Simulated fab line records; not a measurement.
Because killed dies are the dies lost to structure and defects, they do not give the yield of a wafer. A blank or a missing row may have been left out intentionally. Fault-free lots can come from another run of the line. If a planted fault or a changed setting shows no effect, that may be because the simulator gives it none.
The tool behind it: which one? :: flow gf180mcu :: 24 lots, 72 wafers sampled, at 5 steps of a route of 602

WHAT THE GAUGES READ, wafer by wafer
GF_STI_THK_MEAS_22.
lot: L074
measured: day 2 03:15
on: film-metro-02
STI_OXIDATION_01_THK (nm): 14.5 14.8 14.5

lot: L075
measured: day 2 08:04
on: film-metro-01
STI_OXIDATION_01_THK (nm): 14.8 14.8 14.9

lot: L076
measured: day 2 12:37
on: film-metro-04
STI_OXIDATION_01_THK (nm): 14.1 14.4 14.0

lot: L077
measured: day 2 20:10
on: film-metro-02
STI_OXIDATION_01_THK (nm): 14.7 15.0 14.8

lot: L078
measured: day 2 23:48
on: film-metro-02
STI_OXIDATION_01_THK (nm): 15.4 15.7 15.7

lot: L079
measured: day 3 04:43
on: film-metro-02
STI_OXIDATION_01_THK (nm): 15.2 15.1 15.0

lot: L080
measured: day 3 09:37
on: film-metro-01
STI_OXIDATION_01_THK (nm): 14.9 15.1 15.0

lot: L081
measured: day 3 15:24
on: film-metro-04
STI_OXIDATION_01_THK (nm): 15.5 15.3 15.2

lot: L082
measured: day 3 21:05
on: film-metro-02
STI_OXIDATION_01_THK (nm): 15.2 15.1 15.1

lot: L083
measured: day 4 02:05
on: film-metro-02
STI_OXIDATION_01_THK (nm): 14.7 14.8 15.0

lot: L084
measured: day 4 07:07
on: film-metro-02
STI_OXIDATION_01_THK (nm): 14.8 15.0 14.7

lot: L085
measured: day 4 12:42
on: film-metro-04
STI_OXIDATION_01_THK (nm): 15.4 15.6 15.5

lot: L086
measured: day 4 16:52
on: film-metro-01
STI_OXIDATION_01_THK (nm): 14.8 14.9 14.8

lot: L087
measured: day 5 01:52
on: film-metro-02
STI_OXIDATION_01_THK (nm): 14.7 14.8 14.7

lot: L088
measured: day 5 05:17
on: film-metro-02
STI_OXIDATION_01_THK (nm): 14.7 14.7 14.5

lot: L089
measured: day 5 09:22
on: film-metro-02
STI_OXIDATION_01_THK (nm): 14.6 14.6 14.5

lot: L090
measured: day 5 16:38
on: film-metro-04
STI_OXIDATION_01_THK (nm): 14.6 14.5 14.5

lot: L091
measured: day 5 22:52
on: film-metro-01
STI_OXIDATION_01_THK (nm): 14.9 14.6 15.0

lot: L092
measured: day 6 03:28
on: film-metro-02
STI_OXIDATION_01_THK (nm): 14.8 15.2 15.2

lot: L093
measured: day 6 07:06
on: film-metro-02
STI_OXIDATION_01_THK (nm): 14.8 15.0 15.2

lot: L094
measured: day 6 10:54
on: film-metro-04
STI_OXIDATION_01_THK (nm): 15.1 15.2 15.2

lot: L095
measured: day 6 17:39
on: film-metro-02
STI_OXIDATION_01_THK (nm): 14.8 14.8 14.7

lot: L096
measured: day 6 22:28
on: film-metro-01
STI_OXIDATION_01_THK (nm): 15.0 15.2 14.9

lot: L097
measured: day 7 03:47
on: film-metro-04
STI_OXIDATION_01_THK (nm): 14.4 14.3 14.5

GF_M1_CD_MEAS_14: target cd 230 nm.
lot: L074
measured: day 16 23:00
on: cd-sem-02
cd-nm (nm): 227.3 229.1 229.1

lot: L075
measured: day 17 11:16
on: cd-sem-01
cd-nm (nm): 231.7 230.5 230.7

lot: L076
measured: day 17 16:41
on: cd-sem-02
cd-nm (nm): 230.0 230.0 230.1

lot: L077
measured: day 18 05:44
on: cd-sem-02
cd-nm (nm): 231.0 230.4 230.9

lot: L078
measured: day 18 15:29
on: cd-sem-01
cd-nm (nm): 228.9 229.7 230.8

lot: L079
measured: day 18 23:29
on: cd-sem-01
cd-nm (nm): 230.3 230.1 230.0

lot: L080
measured: day 19 04:29
on: cd-sem-01
cd-nm (nm): 228.0 226.0 226.5

lot: L081
measured: day 19 15:32
on: cd-sem-01
cd-nm (nm): 228.9 230.2 229.8

lot: L082
measured: day 19 20:24
on: cd-sem-02
cd-nm (nm): 228.1 229.9 230.1

lot: L083
measured: day 20 12:23
on: cd-sem-02
cd-nm (nm): 230.6 230.2 229.6

lot: L084
measured: day 20 19:13
on: cd-sem-01
cd-nm (nm): 227.8 229.6 228.6

lot: L085
measured: day 21 03:34
on: cd-sem-02
cd-nm (nm): 231.9 231.7 230.2

lot: L086
measured: day 21 15:16
on: cd-sem-01
cd-nm (nm): 229.2 229.8 230.1

lot: L087
measured: day 22 07:01
on: cd-sem-01
cd-nm (nm): 229.7 228.6 228.6

lot: L088
measured: day 22 09:32
on: cd-sem-01
cd-nm (nm): 231.9 232.4 231.9

lot: L089
measured: day 22 14:06
on: cd-sem-01
cd-nm (nm): 227.7 227.3 227.1

lot: L090
measured: day 23 05:43
on: cd-sem-02
cd-nm (nm): 227.9 227.7 228.4

lot: L091
measured: day 23 11:16
on: cd-sem-02
cd-nm (nm): 229.6 229.0 230.9

lot: L092
measured: day 23 16:58
on: cd-sem-01
cd-nm (nm): 229.8 228.2 228.3

lot: L093
measured: day 24 01:43
on: cd-sem-02
cd-nm (nm): 231.0 230.2 231.1

lot: L094
measured: day 24 07:17
on: cd-sem-01
cd-nm (nm): 230.3 231.4 232.2

lot: L095
measured: day 24 17:18
on: cd-sem-01
cd-nm (nm): 231.7 232.1 229.8

lot: L096
measured: day 24 21:12
on: cd-sem-02
cd-nm (nm): 230.5 230.2 231.4

lot: L097
measured: day 25 05:08
on: cd-sem-02
cd-nm (nm): 231.2 230.0 229.7

GF_V2_BOW_MEAS_05.
lot: L074
measured: day 19 02:19
on: film-metro-01
V2_BOW (um): 97 95 96

lot: L075
measured: day 19 14:33
on: film-metro-01
V2_BOW (um): 91 101 107

lot: L076
measured: day 19 20:09
on: film-metro-03
V2_BOW (um): 99 82 85

lot: L077
measured: day 20 10:02
on: film-metro-04
V2_BOW (um): 104 91 106

lot: L078
measured: day 20 20:27
on: film-metro-01
V2_BOW (um): 93 98 92

lot: L079
measured: day 21 03:41
on: film-metro-04
V2_BOW (um): 90 93 87

lot: L080
measured: day 21 08:59
on: film-metro-04
V2_BOW (um): 102 86 92

lot: L081
measured: day 21 19:56
on: film-metro-01
V2_BOW (um): 85 106 103

lot: L082
measured: day 22 00:09
on: film-metro-04
V2_BOW (um): 100 88 100

lot: L083
measured: day 22 17:14
on: film-metro-04
V2_BOW (um): 107 101 108

lot: L084
measured: day 22 23:53
on: film-metro-01
V2_BOW (um): 104 108 114

lot: L085
measured: day 23 06:43
on: film-metro-04
V2_BOW (um): 94 99 106

lot: L086
measured: day 23 18:20
on: film-metro-01
V2_BOW (um): 99 96 107

lot: L087
measured: day 24 09:20
on: film-metro-01
V2_BOW (um): 110 105 112

lot: L088
measured: day 24 11:57
on: film-metro-01
V2_BOW (um): 117 106 115

lot: L089
measured: day 24 15:43
on: film-metro-01
V2_BOW (um): 119 114 117

lot: L090
measured: day 25 05:54
on: film-metro-01
V2_BOW (um): 102 98 103

lot: L091
measured: day 25 11:17
on: film-metro-01
V2_BOW (um): 104 108 103

lot: L092
measured: day 25 18:08
on: film-metro-04
V2_BOW (um): 84 88 106

lot: L093
measured: day 26 01:18
on: film-metro-01
V2_BOW (um): 94 96 93

lot: L094
measured: day 26 08:13
on: film-metro-04
V2_BOW (um): 98 90 91

lot: L095
measured: day 26 15:34
on: film-metro-04
V2_BOW (um): 104 90 97

lot: L096
measured: day 26 19:56
on: film-metro-04
V2_BOW (um): 95 96 98

lot: L097
measured: day 27 03:48
on: film-metro-04
V2_BOW (um): 113 104 98

TOOL THAT RAN EACH LOT (tool first, then ch and the chambers of the sampled wafers, then the start)
lot: L074
GF_POLY_GATE_ETCH_12: rie-diel-03 ch 1,2,3, day 9 02:17
GF_V1_CVD_02: pecvd-04 ch 0,2, day 16 23:55

lot: L075
GF_POLY_GATE_ETCH_12: rie-diel-01 ch 2,3, day 9 10:54
GF_V1_CVD_02: pecvd-04 ch 0,1,2, day 17 12:10

lot: L076
GF_POLY_GATE_ETCH_12: rie-diel-04 ch 0,2,3, day 9 15:35
GF_V1_CVD_02: pecvd-02 ch 0,1,2, day 17 17:39

lot: L077
GF_POLY_GATE_ETCH_12: rie-diel-01 ch 0,1,3, day 10 02:08
GF_V1_CVD_02: pecvd-04 ch 0,1,2, day 18 06:39

lot: L078
GF_POLY_GATE_ETCH_12: rie-diel-03 ch 1,2, day 10 09:18
GF_V1_CVD_02: pecvd-02 ch 0,1,2, day 18 16:26

lot: L079
GF_POLY_GATE_ETCH_12: rie-diel-03 ch 0,3, day 10 15:41
GF_V1_CVD_02: pecvd-01 ch 0,1,2, day 19 00:24

lot: L080
GF_POLY_GATE_ETCH_12: rie-diel-01 ch 0,2, day 10 19:27
GF_V1_CVD_02: pecvd-02 ch 0,2, day 19 05:22

lot: L081
GF_POLY_GATE_ETCH_12: rie-diel-03 ch 0,2, day 11 03:48
GF_V1_CVD_02: pecvd-01 ch 0,1,2, day 19 16:27

lot: L082
GF_POLY_GATE_ETCH_12: rie-diel-03 ch 1,3, day 11 09:27
GF_V1_CVD_02: pecvd-04 ch 1,2, day 19 21:19

lot: L083
GF_POLY_GATE_ETCH_12: rie-diel-04 ch 1,3, day 11 21:33
GF_V1_CVD_02: pecvd-01 ch 0,1,2, day 20 13:35

lot: L084
GF_POLY_GATE_ETCH_12: rie-diel-04 ch 0,1, day 12 03:08
GF_V1_CVD_02: pecvd-02 ch 1,2, day 20 20:29

lot: L085
GF_POLY_GATE_ETCH_12: rie-diel-03 ch 1,2,3, day 12 09:02
GF_V1_CVD_02: pecvd-04 ch 0,1, day 21 04:29

lot: L086
GF_POLY_GATE_ETCH_12: rie-diel-03 ch 0,1,3, day 12 17:33
GF_V1_CVD_02: pecvd-04 ch 0,1,2, day 21 16:10

lot: L087
GF_POLY_GATE_ETCH_12: rie-diel-04 ch 2,3, day 13 07:15
GF_V1_CVD_02: pecvd-01 ch 1,2, day 22 08:03

lot: L088
GF_POLY_GATE_ETCH_12: rie-diel-01 ch 0,2,3, day 13 09:42
GF_V1_CVD_02: pecvd-02 ch 1, day 22 10:29

lot: L089
GF_POLY_GATE_ETCH_12: rie-diel-03 ch 0,1, day 13 14:02
GF_V1_CVD_02: pecvd-02 ch 2, day 22 15:01

lot: L090
GF_POLY_GATE_ETCH_12: rie-diel-01 ch 2,3, day 14 03:38
GF_V1_CVD_02: pecvd-01 ch 0,1,2, day 23 06:39

lot: L091
GF_POLY_GATE_ETCH_12: rie-diel-04 ch 0,1,2, day 14 11:03
GF_V1_CVD_02: pecvd-02 ch 1, day 23 12:18

lot: L092
GF_POLY_GATE_ETCH_12: rie-diel-03 ch 1,3, day 14 16:15
GF_V1_CVD_02: pecvd-01 ch 0,1, day 23 17:58

lot: L093
GF_POLY_GATE_ETCH_12: rie-diel-01 ch 0,1, day 14 23:15
GF_V1_CVD_02: pecvd-04 ch 0,1,2, day 24 02:37

lot: L094
GF_POLY_GATE_ETCH_12: rie-diel-01 ch 1,3, day 15 04:53
GF_V1_CVD_02: pecvd-02 ch 1,2, day 24 08:15

lot: L095
GF_POLY_GATE_ETCH_12: rie-diel-04 ch 0,1,3, day 15 13:15
GF_V1_CVD_02: pecvd-02 ch 1,2, day 24 18:13

lot: L096
GF_POLY_GATE_ETCH_12: rie-diel-03 ch 0,3, day 15 18:48
GF_V1_CVD_02: pecvd-02 ch 1,2, day 24 22:07

lot: L097
GF_POLY_GATE_ETCH_12: rie-diel-01 ch 0,2,3, day 16 02:32
GF_V1_CVD_02: pecvd-04 ch 0,1,2, day 25 06:07
- GF_POLY_GATE_ETCH_12: etches BARC in N2/H2.
- GF_V1_CVD_02: deposits SiO2 from TEOS, target thk 850 nm, time 94.851 s.

AS READ BY THE TOOLS THEMSELVES (means over the sampled wafers that have a number; for cases with no such wafer, the mark the record gives instead)
GF_POLY_GATE_ETCH_12.
lot: L074
tool: rie-diel-03
drypump-motor-current-A (A): 6.1
oes-product-au (a.u.): 0.738
rf-fwd-power-W (W): 495.1
throttle-valve-pct (%): 13.204

lot: L075
tool: rie-diel-01
drypump-motor-current-A (A): 6.0
oes-product-au (a.u.): 0.738
rf-fwd-power-W (W): 496.1
throttle-valve-pct (%): 13.217

lot: L076
tool: rie-diel-04
drypump-motor-current-A (A): 5.6
oes-product-au (a.u.): 0.735
rf-fwd-power-W (W): 495.4
throttle-valve-pct (%): 13.205

lot: L077
tool: rie-diel-01
drypump-motor-current-A (A): 6.1
oes-product-au (a.u.): 0.735
rf-fwd-power-W (W): 495.5
throttle-valve-pct (%): 13.211

lot: L078
tool: rie-diel-03
drypump-motor-current-A (A): 6.0
oes-product-au (a.u.): 0.736
rf-fwd-power-W (W): 495.5
throttle-valve-pct (%): 13.217

lot: L079
tool: rie-diel-03
drypump-motor-current-A (A): 5.7
oes-product-au (a.u.): 0.732
rf-fwd-power-W (W): 493.9
throttle-valve-pct (%): 13.208

lot: L080
tool: rie-diel-01
drypump-motor-current-A (A): 5.9
oes-product-au (a.u.): 0.738
rf-fwd-power-W (W): 495.0
throttle-valve-pct (%): 13.212

lot: L081
tool: rie-diel-03
drypump-motor-current-A (A): 5.9
oes-product-au (a.u.): 0.734
rf-fwd-power-W (W): 495.7
throttle-valve-pct (%): 13.213

lot: L082
tool: rie-diel-03
drypump-motor-current-A (A): 6.1
oes-product-au (a.u.): 0.737
rf-fwd-power-W (W): 496.6
throttle-valve-pct (%): 13.208

lot: L083
tool: rie-diel-04
drypump-motor-current-A (A): 6.3
oes-product-au (a.u.): 0.737
rf-fwd-power-W (W): 496.4
throttle-valve-pct (%): 13.213

lot: L084
tool: rie-diel-04
drypump-motor-current-A (A): 6.2
oes-product-au (a.u.): 0.732
rf-fwd-power-W (W): 494.3
throttle-valve-pct (%): 13.215

lot: L085
tool: rie-diel-03
drypump-motor-current-A (A): 6.0
oes-product-au (a.u.): 0.734
rf-fwd-power-W (W): 495.7
throttle-valve-pct (%): 13.214

lot: L086
tool: rie-diel-03
drypump-motor-current-A (A): 5.9
oes-product-au (a.u.): 0.733
rf-fwd-power-W (W): 495.4
throttle-valve-pct (%): 13.230

lot: L087
tool: rie-diel-04
drypump-motor-current-A (A): 5.5
oes-product-au (a.u.): 0.731
rf-fwd-power-W (W): 496.9
throttle-valve-pct (%): 13.211

lot: L088
tool: rie-diel-01
drypump-motor-current-A (A): 5.9
oes-product-au (a.u.): 0.734
rf-fwd-power-W (W): 496.5
throttle-valve-pct (%): 13.219

lot: L089
tool: rie-diel-03
drypump-motor-current-A (A): 5.7
oes-product-au (a.u.): 0.733
rf-fwd-power-W (W): 495.7
throttle-valve-pct (%): 13.213

lot: L090
tool: rie-diel-01
drypump-motor-current-A (A): 5.9
oes-product-au (a.u.): 0.735
rf-fwd-power-W (W): 494.5
throttle-valve-pct (%): 13.221

lot: L091
tool: rie-diel-04
drypump-motor-current-A (A): 5.9
oes-product-au (a.u.): 0.731
rf-fwd-power-W (W): 497.1
throttle-valve-pct (%): 13.216

lot: L092
tool: rie-diel-03
drypump-motor-current-A (A): 6.1
oes-product-au (a.u.): 0.738
rf-fwd-power-W (W): 496.5
throttle-valve-pct (%): 13.217

lot: L093
tool: rie-diel-01
drypump-motor-current-A (A): 6.4
oes-product-au (a.u.): 0.736
rf-fwd-power-W (W): 496.3
throttle-valve-pct (%): 13.213

lot: L094
tool: rie-diel-01
drypump-motor-current-A (A): 6.4
oes-product-au (a.u.): 0.737
rf-fwd-power-W (W): 494.9
throttle-valve-pct (%): 13.214

lot: L095
tool: rie-diel-04
drypump-motor-current-A (A): 6.1
oes-product-au (a.u.): 0.736
rf-fwd-power-W (W): 495.4
throttle-valve-pct (%): 13.215

lot: L096
tool: rie-diel-03
drypump-motor-current-A (A): 5.7
oes-product-au (a.u.): 0.739
rf-fwd-power-W (W): 492.6
throttle-valve-pct (%): 13.214

lot: L097
tool: rie-diel-01
drypump-motor-current-A (A): 5.9
oes-product-au (a.u.): 0.739
rf-fwd-power-W (W): 495.2
throttle-valve-pct (%): 13.205

GF_V1_CVD_02.
lot: L074
tool: pecvd-04
heater-power-w (W): 722
rf-fwd-power-W (W): 594.6

lot: L075
tool: pecvd-04
heater-power-w (W): 634
rf-fwd-power-W (W): 596.0

lot: L076
tool: pecvd-02
heater-power-w (W): 767
rf-fwd-power-W (W): 596.7

lot: L077
tool: pecvd-04
heater-power-w (W): 687
rf-fwd-power-W (W): 596.5

lot: L078
tool: pecvd-02
heater-power-w (W): 758
rf-fwd-power-W (W): 596.4

lot: L079
tool: pecvd-01
heater-power-w (W): 651
rf-fwd-power-W (W): 597.1

lot: L080
tool: pecvd-02
heater-power-w (W): 722
rf-fwd-power-W (W): 598.3

lot: L081
tool: pecvd-01
heater-power-w (W): 659
rf-fwd-power-W (W): 597.0

lot: L082
tool: pecvd-04
heater-power-w (W): 666
rf-fwd-power-W (W): 596.6

lot: L083
tool: pecvd-01
heater-power-w (W): 536
rf-fwd-power-W (W): 596.7

lot: L084
tool: pecvd-02
heater-power-w (W): 858
rf-fwd-power-W (W): 594.7

lot: L085
tool: pecvd-04
heater-power-w (W): 639
rf-fwd-power-W (W): 596.7

lot: L086
tool: pecvd-04
heater-power-w (W): 678
rf-fwd-power-W (W): 595.7

lot: L087
tool: pecvd-01
heater-power-w (W): 647
rf-fwd-power-W (W): 595.8

lot: L088
tool: pecvd-02
heater-power-w (W): 951
rf-fwd-power-W (W): 593.0

lot: L089
tool: pecvd-02
heater-power-w (W): 648
rf-fwd-power-W (W): 596.8

lot: L090
tool: pecvd-01
heater-power-w (W): 649
rf-fwd-power-W (W): 596.4

lot: L091
tool: pecvd-02
heater-power-w (W): 959
rf-fwd-power-W (W): 595.9

lot: L092
tool: pecvd-01
heater-power-w (W): 617
rf-fwd-power-W (W): 596.1

lot: L093
tool: pecvd-04
heater-power-w (W): 712
rf-fwd-power-W (W): 593.9

lot: L094
tool: pecvd-02
heater-power-w (W): 857
rf-fwd-power-W (W): 597.3

lot: L095
tool: pecvd-02
heater-power-w (W): 726
rf-fwd-power-W (W): 598.4

lot: L096
tool: pecvd-02
heater-power-w (W): 734
rf-fwd-power-W (W): 597.1

lot: L097
tool: pecvd-04
heater-power-w (W): 671
rf-fwd-power-W (W): 597.3

THE ANSWER, worked out from the rows above alone
Rule: the lots themselves supply what counts as usual. The widest of any qualifying gaps counts: lots, ordered by their means at a reading, are off when they make up no more than a third of the lots, leave a main group of 4 or more, and stand apart from it by 3 or more times the standard deviation of that group's means. A main group whose means are all the same, to the digits that the tables above print for the reading, isn't used. A lot without any number at a reading at which 4 lots or more have one is off too. Where the step has rows for the other lots, those lots are counted as sound. After the gauges, taken in route order, come the tools' own readings; for these a lot's mean is taken, as printed above. The first step at which some lot is off is used, and at that step the reading that is off furthest; a lot without a number counts as furthest.
No lot is off on any of the readings shown, so nothing can be concluded from this.

WHAT HAD BEEN PUT IN BY THE SIMULATOR
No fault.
